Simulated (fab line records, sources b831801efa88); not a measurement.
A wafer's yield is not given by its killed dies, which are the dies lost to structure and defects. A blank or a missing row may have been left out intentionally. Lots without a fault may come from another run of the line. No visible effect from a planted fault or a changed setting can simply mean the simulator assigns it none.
Matching of chambers    flow gf180mcu    GF_V2_CVD_02 on pecvd-01 has 3 sister chambers
The step deposits SiO2 from TEOS, target thk 850 nm, time 94.851 s. 6 wafers are shown with their chamber, then 9 later ones without.

## WAFERS WITH THEIR CHAMBER
wafer   chamber  heater-power-w (W)
L086.1  0        690
L086.4  2        544
L086.5  0        719
L087.3  1        857
L087.5  2        548
L087.6  1        697

## WAFERS MISSING THEIR CHAMBER
wafer   heater-power-w (W)
L088.1  676
L088.4  705
L088.6  575
L090.1  578
L090.2  633
L090.5  850
L097.1  634
L097.4  728
L097.6  784

## CHAMBER TAKEN BY EACH
wafer   from the rows above           in truth
L088.1  can't be placed: 0 or 1 or 2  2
L088.4  can't be placed: 0 or 1       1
L088.6  can't be placed: 2 or 0       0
L090.1  can't be placed: 2 or 0       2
L090.2  can't be placed: 0 or 2 or 1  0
L090.5  can't be placed: 1 or 0       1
L097.1  can't be placed: 0 or 2 or 1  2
L097.4  can't be placed: 0 or 1       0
L097.6  can't be placed: 1 or 0       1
Placed correctly: 0 of 9. These rows do not allow placing 9 (true chamber among the candidates in 9). 0 placed wrongly.
How it was worked out, from the rows above alone: a wafer's distance from a chamber is the root of the sum, over the readings, of the square of ((its reading less the chamber's mean) divided by the reading's scatter). If the next closest chamber is less than 2 further off than the closest, the wafer can't be placed; otherwise it belongs to the closest. For every chamber, the mean is computed from those of its wafers that are shown. The scatter: take each reading less its chamber's mean, square it, sum over the shown wafers, divide by the number of wafers less the number of chambers, and take the root.
